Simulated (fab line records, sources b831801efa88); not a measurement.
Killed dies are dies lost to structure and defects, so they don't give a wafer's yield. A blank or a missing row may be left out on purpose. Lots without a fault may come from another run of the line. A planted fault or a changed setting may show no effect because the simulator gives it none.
fab line records | flow sky130
record lots=7 wafers=21 last_day=50
route steps=708 shown VIA3@576 PAD_OPEN@708
lots that met no fault: from a run of the same line without faults
start_h: hours from the record's first day to the start of the lot's first wafer shown | wait_h: hours since the lot's step before | " the same as in the row above | L1.1+2: a row that stands for several wafers | - no value, or no start given | * or withheld: withheld | < > ~ a bound
route shown NAME@n: a module of which the file shows steps, and the number in the route of the first | usual: mean/standard deviation of fault-free wafers | same: alike in all rows | chamber/n: place in a boat | sites: the reading at each site | _std_site: their standard deviation | _edge_site: outer sites' mean less inner sites' | radius_mm: how far each site lies from the wafer's centre | mask NAME#n: copy n | behind: the tool/chamber that last shaped the wafer | hold: why the lot was held/for how many hours/how that ended | device: the transistor (n, p or np) that didn't switch | end of line: the same wafers' tests at the end of the route | a step without rows: its recipe alone | killed: dies lost to structure and defects at the first sort, not the wafer's yield | map: a wafer's dies, x killed, . not, _ none there
set.NAME: the setting as run; set.NAME@STEP: as run at that earlier step | model.NAME: the simulator's own value behind a step, which no gauge read
lots at some steps of the route; a table a step, a row a wafer
services: from which hour (start_h, from the record's first day; less than 0 if before it) a tool's chamber was out of use, for how many hours, and why
## steps
# step SKY_VIA3_BOW_MEAS_03
# recipe mode=bow
# usual VIA3_BOW=80/8.5
# columns lot.wafer tool chamber start_h wait_h VIA3_BOW[um]
L712.1 film_metro-03 - 922.73 0.2 64
L712.3 " - " " 88
L712.5 " - " " 84
L715.2 film_metro-03 - 952.37 0.1 78
L715.3 " - " " 66
L715.4 " - " " 71
L714.1 film_metro-03 - 956.93 0.2 81
L714.2 " - " " 75
L714.6 " - " " 82
L713.2 film_metro-04 - 957.65 0.1 71
L713.3 " - " " 75
L713.4 " - " " 67
L728.1 film_metro-04 - 1041.96 0.1 93
L728.2 " - " " 80
L728.4 " - " " 73
L730.1 film_metro-04 - 1056.69 0.1 84
L730.3 " - " " 83
L730.6 " - " " 91
L732.1 film_metro-01 - 1058.98 0.1 79
L732.2 " - " " 84
L732.4 " - " " 85
# step SKY_VIA3_DEHYDRATE_04
# recipe temp_c=200 time_s=60
# step SKY_VIA3_HMDS_05
# recipe prime_time_s=60 prime_temp_c=120
# step SKY_VIA3_COAT_06
# recipe resist=BARC temp_c=withheld time_s=withheld spin_rpm=3000 resist_thk_nm=60
# step SKY_VIA3_COAT_07
# recipe resist=KrF-thick spin_rpm=3000 resist_thk_nm=450
# step SKY_VIA3_SOFTBAKE_08
# recipe temp_c=100 time_s=90 resist=KrF-thick
# step SKY_VIA3_EXPOSE_09
# recipe mask_id=VIM3 na=0.8 source_shape=annular sigma_inner=0.55 sigma_outer=0.85 target_cd_nm=200 dose_mj=38
# step SKY_VIA3_PEB_10
# recipe peb_temp_c=withheld peb_time_s=withheld resist=KrF-thick
# step SKY_VIA3_DEVELOP_11
# recipe develop_time_s=60 resist=KrF-thick dev_temp_c=21
# step SKY_VIA3_CD_MEAS_12
# recipe target_cd_nm=200
# usual cd_nm=200.1/1.3
# columns lot.wafer tool chamber start_h wait_h cd_nm
L712.1 cd_sem-02 - 947.39 - 200.2
L712.3 " - " " 200.3
L712.5 " - " " 200.5
L715.2 cd_sem-02 - 975.87 - 199.7
L715.3 " - " " 198.9
L715.4 " - " " 201.2
L714.1 cd_sem-02 - 980.24 - 201.5
L714.2 " - " " 200.9
L714.6 " - " " 201.9
L713.2 cd_sem-01 - 981.63 - 199.2
L713.3 " - " " 199.5
L713.4 " - " " 200.3
L728.1 cd_sem-01 - 1063.10 - 200.5
L728.2 " - " " 202.5
L728.4 " - " " 202.8
L730.1 cd_sem-01 - 1078.01 - 200.5
L730.3 " - " " 199.7
L730.6 " - " " 198.6
L732.1 cd_sem-01 - 1079.70 - 200.9
L732.2 " - " " 200.1
L732.4 " - " " 200.1
# step SKY_VIA3_OVL_MEAS_13
# usual VIA3_OVL=2/5.1
# columns lot.wafer tool chamber start_h wait_h VIA3_OVL[nm]
L712.1 overlay-01 - 947.51 0.1 -3
L712.3 " - " " -8
L712.5 " - " " -1
L715.2 overlay-01 - 975.98 0.1 0
L715.3 " - " " 0
L715.4 " - " " 7
L714.1 overlay-01 - 980.36 0.1 12
L714.2 " - " " 9
L714.6 " - " " 12
L713.2 overlay-01 - 981.73 0.1 7
L713.3 " - " " 4
L713.4 " - " " 9
L728.1 overlay-01 - 1063.22 0.1 4
L728.2 " - " " -1
L728.4 " - " " 6
L730.1 overlay-02 - 1078.13 0.1 0
L730.3 " - " " 1
L730.6 " - " " -2
L732.1 overlay-02 - 1079.82 0.1 4
L732.2 " - " " 1
L732.4 " - " " 0
# step SKY_VIA3_ETCH_14
# recipe chemistry=N2/H2 target=BARC ion_energy_ev=200 source_w=500 bias_w=100 pressure_mtorr=30 n2_flow_sccm=100 h2_flow_sccm=200 stop_on=SiO2 time_s=45.9 target_depth_a=600
# usual drypump_motor_current_A=5.8/0.46 oes_product_au=0.854/0.0045 throttle_valve_pct=13.223/0.009
# columns lot.wafer tool chamber start_h wait_h drypump_motor_current_A oes_product_au rf_hours_counter_h throttle_valve_pct
L712.1 rie_diel-04 3 947.54 0.0 5.2 0.858 10 13.227
L712.3 " 1 " " 5.2 0.864 20 13.221
L712.5 " 2 " " 6.1 0.858 - 13.214
L715.2 rie_diel-03 1 976.01 0.0 6.6 0.863 8 13.234
L715.3 " 2 " " 5.9 0.853 5 13.224
L715.4 " 0 " " 6.3 0.852 18 13.208
L714.1 rie_diel-03 1 980.39 0.0 6.6 0.863 8 13.213
L714.2 " 2 " " 5.9 0.856 5 13.230
L714.6 " 2 " " 5.9 0.854 - 13.223
L713.2 rie_diel-03 2 981.76 0.0 5.9 0.851 5 13.226
L713.3 " 0 " " 6.2 0.853 18 13.220
L713.4 " 3 " " 6.0 0.855 13 13.213
L728.1 rie_diel-03 0 1063.26 0.0 6.2 0.855 21 13.236
L728.2 " 1 " " 6.6 0.853 11 13.225
L728.4 " 3 " " 5.9 0.855 15 13.216
L730.1 rie_diel-04 3 1078.16 0.0 5.2 0.847 14 13.223
L730.3 " 0 " " 5.6 0.856 16 13.233
L730.6 " 0 " " 5.6 0.862 - 13.239
L732.1 rie_diel-04 0 1079.86 0.0 5.6 0.850 16 13.222
L732.2 " 3 " " 5.2 0.855 14 13.221
L732.4 " 1 " " 5.1 0.853 24 13.235
# step SKY_VIA3_ETCH_15
# recipe target=SiO2 chemistry=C4F8/O2/Ar target_depth_nm=507 stop_on=TiN mask_material=KrF-thick source_w=1500 bias_w=1200 pressure_mtorr=40 c4f8_flow_sccm=withheld O2_flow_sccm=6 Ar_flow_sccm=300 time_s=78
# usual oes_product_au=0.947/0.0043
# columns lot.wafer tool chamber start_h wait_h oes_product_au rf_hours_counter_h model.VIA3.feature_depth_nm model.etch.depth_nm model.KrF-thick_of_VIA3_COAT_07.thk_nm
L712.1 rie_diel-04 3 947.59 0.0 0.947 10 465.5 465.5 294.4
L712.3 " 1 " " 0.947 20 465.1 465.1 291.4
L712.5 " 2 " " 0.953 - 466.7 466.7 292.2
L715.2 rie_diel-03 1 976.05 0.0 0.896 8 427.8 427.8 308.7
L715.3 " 2 " " 0.905 5 426.6 426.6 310.9
L715.4 " 0 " " 0.913 18 426 426 309.9
L714.1 rie_diel-03 1 980.44 0.0 0.901 8 424 424 305.7
L714.2 " 2 " " 0.894 5 420.2 420.2 307.9
L714.6 " 2 " " 0.890 - 419.7 419.7 309
L713.2 rie_diel-03 2 981.81 0.0 0.901 5 425.3 425.3 308.3
L713.3 " 0 " " 0.899 18 426.2 426.2 307
L713.4 " 3 " " 0.898 13 425.7 425.7 305.8
L728.1 rie_diel-03 0 1063.30 0.0 0.954 21 466.4 466.4 292.7
L728.2 " 1 " " 0.948 11 467.3 467.3 291.2
L728.4 " 3 " " 0.946 15 464.6 464.6 291.9
L730.1 rie_diel-04 3 1078.21 0.0 0.949 14 465.5 465.5 292.6
L730.3 " 0 " " 0.953 16 465.8 465.8 286.5
L730.6 " 0 " " 0.946 - 464.4 464.4 287.1
L732.1 rie_diel-04 0 1079.90 0.0 0.951 16 467 467 285.6
L732.2 " 3 " " 0.940 14 464.7 464.7 292.8
L732.4 " 1 " " 0.950 24 467.5 467.5 289.8
# step SKY_VIA3_STRIP_16
# recipe chemistry=O2/N2 power_w=1400 pressure_mtorr=1500 platen_temp_c=withheld o2_flow_sccm=3000 n2_flow_sccm=300 overash_fraction=0.5
# usual drypump_motor_current_A=5.6/0.47 oes_product_au=0.402/0.0045 strip_time_to_endpoint_s=4.135/0.027
# columns lot.wafer tool chamber start_h wait_h drypump_motor_current_A oes_product_au rf_hours_counter_h strip_time_to_endpoint_s
L712.1 plasma_asher-02 1 947.65 0.0 5.7 0.407 52 4.171
L712.3 " 1 " " 5.7 0.398 - 4.119
L712.5 " 1 " " 5.7 0.400 - 4.137
L715.2 plasma_asher-04 1 976.11 0.0 5.6 0.410 24 4.298
L715.3 " 1 " " 5.6 0.412 - 4.326
L715.4 " 0 " " 5.4 0.408 - 4.313
L714.1 plasma_asher-02 1 980.50 0.0 5.7 0.409 56 4.266
L714.2 " 0 " " 4.9 0.412 56 4.316
L714.6 " 1 " " 5.7 0.418 - 4.319
L713.2 plasma_asher-02 1 981.87 0.0 5.7 0.415 56 4.321
L713.3 " 1 " " 5.7 0.404 - 4.295
L713.4 " 0 " " 4.9 0.411 - 4.267
L728.1 plasma_asher-04 1 1063.36 0.0 5.6 0.399 31 4.143
L728.2 " 0 " " 5.4 0.400 31 4.132
L728.4 " 0 " " 5.4 0.409 - 4.138
L730.1 plasma_asher-01 1 1078.27 0.0 6.3 0.398 1 4.141
L730.3 " 0 " " 6.1 0.405 - 4.092
L730.6 " 0 " " 6.2 0.403 - 4.089
L732.1 plasma_asher-04 1 1079.96 0.0 5.6 0.398 33 4.083
L732.2 " 0 " " 5.4 0.392 33 4.136
L732.4 " 0 " " 5.4 0.392 - 4.121
# step SKY_VIA3_STRIP_17
# recipe chemistry=post_etch_residue_remover time_s=1200 temp_c=72.5
# step SKY_PAD_OPEN_PROBE_99
# usual defect_limited_yield=82.9/2 killed_at_M0_to_M3=42/7.4 killed_at_M4_up=3.3/2.1 killed_at_contacts=24/5.3 killed_at_front_end=15/4.5 killed_at_other=0.3/0.57 killed_dies=84/10 killed_on_rim=17/3.8 killed_open=46/7.5 killed_short=38/6.4
# same gross_dies=492 killed_at_back_side=0
# columns lot.wafer tool chamber start_h wait_h defect_limited_yield[%] killed_at_M0_to_M3 killed_at_M4_up killed_at_contacts killed_at_front_end killed_at_other killed_dies killed_on_rim killed_open killed_short
L712.1 prober-01 - 1091.25 0.1 79.5 42 4 31 24 0 101 24 55 46
L712.3 prober-01 - 1091.35 0.2 85.4 39 0 25 8 0 72 18 41 31
L712.5 prober-01 - 1091.45 0.2 84.3 40 3 21 12 1 77 18 44 33
L715.2 prober-02 - 1115.08 0.1 35.0 285 1 29 5 0 320 84 50 29
L715.3 prober-02 - 1115.13 0.2 29.5 313 3 25 6 0 347 89 35 22
L715.4 prober-02 - 1115.18 0.2 25.6 326 5 22 13 0 366 88 39 42
L714.1 prober-01 - 1118.94 0.1 17.1 374 6 20 6 2 408 93 41 34
L714.2 prober-01 - 1118.99 0.1 5.5 414 5 26 20 0 465 96 51 51
L714.6 prober-01 - 1119.19 0.2 4.1 430 8 21 12 1 472 95 41 45
L713.2 prober-02 - 1119.14 0.1 18.5 354 7 24 14 2 401 91 53 43
L713.3 prober-02 - 1119.19 0.2 29.1 312 3 21 13 0 349 86 41 48
L713.4 prober-02 - 1119.24 0.2 19.1 352 4 27 15 0 398 95 44 37
L728.1 prober-01 - 1185.66 0.1 84.1 40 9 18 11 0 78 14 43 35
L728.2 prober-01 - 1185.71 0.1 82.3 43 4 22 17 1 87 19 45 41
L728.4 prober-01 - 1185.81 0.2 82.9 45 1 20 17 1 84 24 37 47
L730.1 prober-02 - 1195.22 0.1 83.1 51 2 18 12 0 83 16 39 44
L730.3 prober-02 - 1195.32 0.2 83.5 39 1 22 18 1 81 15 38 42
L730.6 prober-02 - 1195.47 0.2 80.9 37 5 36 16 0 94 17 57 37
L732.1 prober-02 - 1199.05 0.1 79.5 51 4 31 15 0 101 18 67 34
L732.2 prober-02 - 1199.10 0.1 82.5 49 2 16 19 0 86 13 47 38
L732.4 prober-02 - 1199.20 0.2 83.1 45 3 19 16 0 83 15 47 36
# killed by level:class
L712.1 CONTACT:geometric_particle:open=11 LI_CONTACT:geometric_particle:open=8 VIA1:geometric_particle:open=8 POLY_GATE:geometric_particle:short=6 VIA2:geometric_particle:short=6 VIA3:geometric_particle:open=6 FIELD_ISO:geometric_particle:open=5 CONTACT:geometric_particle:short=5
L712.3 VIA1:geometric_particle:open=11 VIA3:geometric_particle:open=7 CONTACT:geometric_particle:open=7 LI_CONTACT:geometric_particle:open=6 CONTACT:geometric_particle:short=6 METAL2:geometric_particle:short=5 LOCAL_INTERCONNECT:geometric_particle:short=4 METAL1:geometric_particle:short=4
L712.5 VIA1:geometric_particle:open=10 LI_CONTACT:geometric_particle:open=7 CONTACT:geometric_particle:short=7 CONTACT:geometric_particle:open=7 VIA3:geometric_particle:open=5 VIA1:geometric_particle:short=5 VIA3:geometric_particle:short=4 METAL1:geometric_particle:short=4
L715.2 VIA3:area_etch=240 VIA1:geometric_particle:open=12 VIA2:geometric_particle:open=12 CONTACT:geometric_particle:open=11 METAL2:geometric_particle:short=7 VIA3:geometric_particle:open=6 CONTACT:geometric_particle:short=5 LI_CONTACT:geometric_particle:open=4
L715.3 VIA3:area_etch=290 LI_CONTACT:geometric_particle:open=12 CONTACT:geometric_particle:open=10 METAL2:geometric_particle:short=4 POLY_GATE:geometric_particle:open=3 METAL1:geometric_particle:short=3 VIA1:geometric_particle:open=3 METAL3:geometric_particle:short=3
L715.4 VIA3:area_etch=285 VIA2:geometric_particle:open=11 VIA1:geometric_particle:open=10 CONTACT:geometric_particle:short=9 METAL1:geometric_particle:short=5 METAL4:geometric_particle:short=5 LI_CONTACT:geometric_particle:open=4 CONTACT:geometric_particle:open=4
L714.1 VIA3:area_etch=333 LI_CONTACT:geometric_particle:open=8 VIA2:geometric_particle:open=8 VIA1:geometric_particle:open=8 CONTACT:geometric_particle:open=6 VIA2:geometric_particle:short=6 LOCAL_INTERCONNECT:geometric_particle:short=4 VIA3:geometric_particle:short=3
L714.2 VIA3:area_etch=363 CONTACT:geometric_particle:open=11 VIA1:geometric_particle:open=10 METAL1:geometric_particle:short=9 VIA2:geometric_particle:open=8 VIA3:geometric_particle:open=7 FIELD_ISO:geometric_particle:short=6 LI_CONTACT:geometric_particle:short=6
L713.2 VIA3:area_etch=305 VIA1:geometric_particle:open=13 VIA2:geometric_particle:open=10 CONTACT:geometric_particle:open=7 LI_CONTACT:geometric_particle:short=6 METAL2:geometric_particle:short=6 METAL4:geometric_particle:short=6 LI_CONTACT:geometric_particle:open=5
L713.3 VIA3:area_etch=260 METAL1:geometric_particle:short=10 VIA1:geometric_particle:open=8 CONTACT:geometric_particle:open=7 VIA2:geometric_particle:open=7 VIA1:geometric_particle:short=6 VIA3:geometric_particle:open=6 VIA3:geometric_particle:short=6
L714.6 VIA3:area_etch=386 CONTACT:geometric_particle:open=9 METAL1:geometric_particle:short=8 VIA1:geometric_particle:open=8 VIA3:geometric_particle:open=7 VIA1:geometric_particle:short=7 METAL4:geometric_particle:short=6 LI_CONTACT:geometric_particle:open=5
L713.4 VIA3:area_etch=316 CONTACT:geometric_particle:open=10 VIA1:geometric_particle:open=8 LOCAL_INTERCONNECT:geometric_particle:short=6 METAL1:geometric_particle:short=6 POLY_GATE:geometric_particle:open=5 LI_CONTACT:geometric_particle:open=5 VIA1:geometric_particle:short=4
L728.1 CONTACT:geometric_particle:open=9 VIA3:geometric_particle:open=6 METAL2:geometric_particle:short=6 METAL4:geometric_particle:short=6 VIA2:geometric_particle:short=5 LI_CONTACT:geometric_particle:open=5 VIA1:geometric_particle:open=5 VIA2:geometric_particle:open=5
L728.2 VIA1:geometric_particle:open=11 VIA2:geometric_particle:open=9 CONTACT:geometric_particle:open=6 METAL1:geometric_particle:short=6 LI_CONTACT:geometric_particle:short=5 FIELD_ISO:geometric_particle:open=4 POLY_GATE:geometric_particle:short=4 LOCAL_INTERCONNECT:geometric_particle:short=4
L728.4 VIA1:geometric_particle:open=9 CONTACT:geometric_particle:open=8 METAL1:geometric_particle:short=7 FIELD_ISO:geometric_particle:short=5 LOCAL_INTERCONNECT:geometric_particle:short=5 METAL2:geometric_particle:short=5 VIA2:geometric_particle:short=5 VIA2:geometric_particle:open=5
L730.1 VIA3:geometric_particle:open=9 VIA1:geometric_particle:open=8 VIA1:geometric_particle:short=7 CONTACT:geometric_particle:open=6 FIELD_ISO:geometric_particle:short=5 METAL3:geometric_particle:short=5 LI_CONTACT:geometric_particle:open=5 METAL1:geometric_particle:short=5
L730.3 VIA1:geometric_particle:open=10 CONTACT:geometric_particle:short=8 METAL2:geometric_particle:short=8 FIELD_ISO:geometric_particle:short=7 FIELD_ISO:geometric_particle:open=6 LI_CONTACT:geometric_particle:open=5 VIA2:geometric_particle:open=5 CONTACT:geometric_particle:open=4
L730.6 LI_CONTACT:geometric_particle:open=12 CONTACT:geometric_particle:open=10 FIELD_ISO:geometric_particle:open=8 VIA1:geometric_particle:open=8 VIA3:geometric_particle:open=7 LI_CONTACT:geometric_particle:short=5 LOCAL_INTERCONNECT:geometric_particle:open=4 METAL1:geometric_particle:short=4
L732.1 CONTACT:geometric_particle:open=21 VIA1:geometric_particle:open=13 VIA1:geometric_particle:short=7 VIA2:geometric_particle:open=7 FIELD_ISO:geometric_particle:open=6 LI_CONTACT:geometric_particle:open=5 VIA3:geometric_particle:open=5 METAL1:geometric_particle:open=4
L732.2 VIA1:geometric_particle:open=10 VIA3:geometric_particle:open=10 METAL1:geometric_particle:short=8 FIELD_ISO:geometric_particle:open=6 VIA2:geometric_particle:open=6 VIA3:geometric_particle:short=6 FIELD_ISO:geometric_particle:short=5 LI_CONTACT:geometric_particle:open=5
L732.4 CONTACT:geometric_particle:open=11 VIA3:geometric_particle:open=10 POLY_GATE:geometric_particle:short=7 VIA1:geometric_particle:short=6 VIA2:geometric_particle:open=6 METAL1:geometric_particle:short=5 LI_CONTACT:geometric_particle:open=4 VIA1:geometric_particle:open=4
# map L713.2 (x killed, . not)
__________xxxxxxxxxx_________
________xxxxxxxxxxxxxx_______
______xxxxxxxxxx.x.xxx.x_____
_____xxxxxxxxxxx.xxxx.xx.____
____xxxxxxx..xxx..xxx.xxxx___
___xxxxxxxxx.x..xx.xx.x.x.x__
__xxxxxxxxx.xx.x...xx..xxxxx_
_xxxxxxxxxx...xxx.xxx.x.x.xxx
_xxx.xxxx.xxxxx.xx.x.xxxx.x.x
_xxxxxxx.xxxx.xxxx....x.xxxxx
_xxxxxx.x.xxx.x..x.x.x.x.xxx.
_xxxxxxxxxx.xx.xxx...xxx.xxxx
_xxxxxxxxxx....xxx..xxxxxxxxx
_xxxxx.xxxxxx.xxxxxx.x..x.x.x
_xxxx..xxxxxx...xxxxxxxxxxxx.
__xxxxxxxxxxxx..xxxxx..xxxxx_
___xxxxxxx.xxxxxxxx.xxxxxxx__
____xxxxxxxxxxxxxxxx..xxxx___
_____xxxxxxxxxxxxxxxxxxxx____
______xxxxxxxxxx.xxx.xxx_____
________xxxxxxxxxxxxxx_______
__________xxxxxxxxxx_________
# map L714.6 (x killed, . not)
__________xxxxxxxxxx_________
________xxxxxxxx.xxxxx_______
______xxxxxxxxxxxxxxxxxx_____
_____xxxxxxxxxxxx.xxxxx.x____
____xxxxxxxxxxxxxxxxx.xxxx___
___xxxxxxxxxxxxxxxxxx.x.xxx__
__xxxxxxxxxxxxxx.xx.xxxx.xxx_
_xxxxxxxxx..xx...xxxxxx.xxxxx
_xxxxxxxxxxxxxxxxx.xx.xxxxxxx
_xxxxxxxxxxxxxxxxxxxxx..xxxxx
_xxxxxxxxxxxxxxxxxxxxxxxxxxxx
_xxxxxxxxxxxxx.xxxxxxxxxxxxxx
_xxxxxxxxxxxxxxxxxxxxxxxxxxxx
_xxxxxxxxxxxxxxxxxxxxxxxxxxxx
_xxxxxxxxxxxxxxxxxxxxxxxxxxxx
__xxxxxxxxxxxxxxxxxxxxxxxxxx_
___xxxxxxxxxxxxxxxxxxxxxxxx__
____xxxxxxxxxxxxxxxxxxxxxx___
_____xxxxxxxxxxxxxxxxxxxx____
______xxxxxxxxxxxxxxxxxx_____
________xxxxxxxxxxxxxx_______
__________xxxxxxxxxx_________
## services
# columns tool chamber start_h hours kind
plasma_asher-01 - 957.25 1.2 repair
plasma_asher-01 - 968.18 7.1 repair
plasma_asher-04 - 970.99 0.3 repair
rie_diel-04 - 973.22 15.6 pm
plasma_asher-04 - 976.48 12.1 repair
rie_diel-04 - 1017.06 0.3 repair
rie_diel-03 - 1028.44 2.8 pm
plasma_asher-01 - 1055.35 9.0 pm
plasma_asher-01 0 1055.35 9.0 vent_cycle
plasma_asher-01 1 1055.35 9.0 vent_cycle
plasma_asher-01 0 1064.35 - clean
plasma_asher-01 1 1064.35 - clean
## key
first_sign step=SKY_VIA3_ETCH_15 reading=oes_product_au direction=down sigmas=11 usual=0.947 struck=0.900
effect step=SKY_VIA3_STRIP_16 reading=strip_time_to_endpoint_s direction=up sigmas=6.3 usual=* struck=*
effect step=SKY_PAD_OPEN_PROBE_99 reading=killed_at_M0_to_M3 direction=up sigmas=42 usual=42 struck=351
model_effect step=SKY_VIA3_ETCH_15 value=VIA3.feature_depth_nm without=466.3 struck=424.6
more_kills_born_at SKY_VIA3_ETCH_15@rie_diel-03=2778
met_at SKY_VIA3_ETCH_15
struck_wafers L713.2,L713.3,L713.4,L714.1,L714.2,L714.6,L715.2,L715.3,L715.4
later_rows_left_out L713.2,L713.3,L713.4,L714.1,L714.2,L714.6,L715.3,L715.4
fault kind=process_parameter_drift tool=rie_diel-03 chamber=- onset_h=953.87 steps=SKY_VIA3_ETCH_15 channel=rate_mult offset=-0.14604 shape=step end_h=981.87
# later_rows_left_out: the simulator's readings of these wafers behind a module that went badly wrong aren't trusted and aren't shown, but for the sort
